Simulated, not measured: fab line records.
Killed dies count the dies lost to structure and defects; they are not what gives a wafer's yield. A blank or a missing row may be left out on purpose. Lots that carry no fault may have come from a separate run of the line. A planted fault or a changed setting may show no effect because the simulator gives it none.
Which tool was responsible? / flow gf180mcu / 18 wafers sampled from 6 lots at 1 step of a route of 602

WHAT THE GAUGES SHOWED, per wafer
GF_POLY_GATE_CD_MEAS_10 targets a cd of 280 nm.
lot=L834; measured=day 9 15:23; on=cd-sem-02; cd-nm (nm)=281.1 281.0 280.3
lot=L836; measured=day 9 21:55; on=cd-sem-02; cd-nm (nm)=283.2 282.2 281.9
lot=L842; measured=day 12 01:15; on=cd-sem-02; cd-nm (nm)=280.6 280.7 280.1
lot=L846; measured=day 13 03:42; on=cd-sem-02; cd-nm (nm)=281.0 280.2 280.6
lot=L850; measured=day 14 08:09; on=cd-sem-02; cd-nm (nm)=278.8 279.3 278.5
lot=L852; measured=day 14 19:45; on=cd-sem-02; cd-nm (nm)=281.7 282.0 283.4

WHAT TOOL EACH LOT RAN ON (gives the tool, then ch and the chambers of the sampled wafers, and finally the start)
The record shows no process step preceding these readings.

THE ANSWER, worked out from the rows above alone
Rule: the lots themselves supply what counts as usual. Put in order of their means at a reading, lots are off if they are a third of the lots or fewer, leave a main group of 4 or more, and stand apart from it by a gap of 3 or more times the standard deviation of the main group's means; of several such gaps the widest counts. A main group is skipped when, at the precision printed for the reading in the tables above, its means are all equal. A lot without any number at a reading at which 4 lots or more have one is off too. The other lots that the step has rows for count as sound.
Nothing can be told from this: no lot is off at any reading shown.

WHAT THE SIMULATOR PUT IN
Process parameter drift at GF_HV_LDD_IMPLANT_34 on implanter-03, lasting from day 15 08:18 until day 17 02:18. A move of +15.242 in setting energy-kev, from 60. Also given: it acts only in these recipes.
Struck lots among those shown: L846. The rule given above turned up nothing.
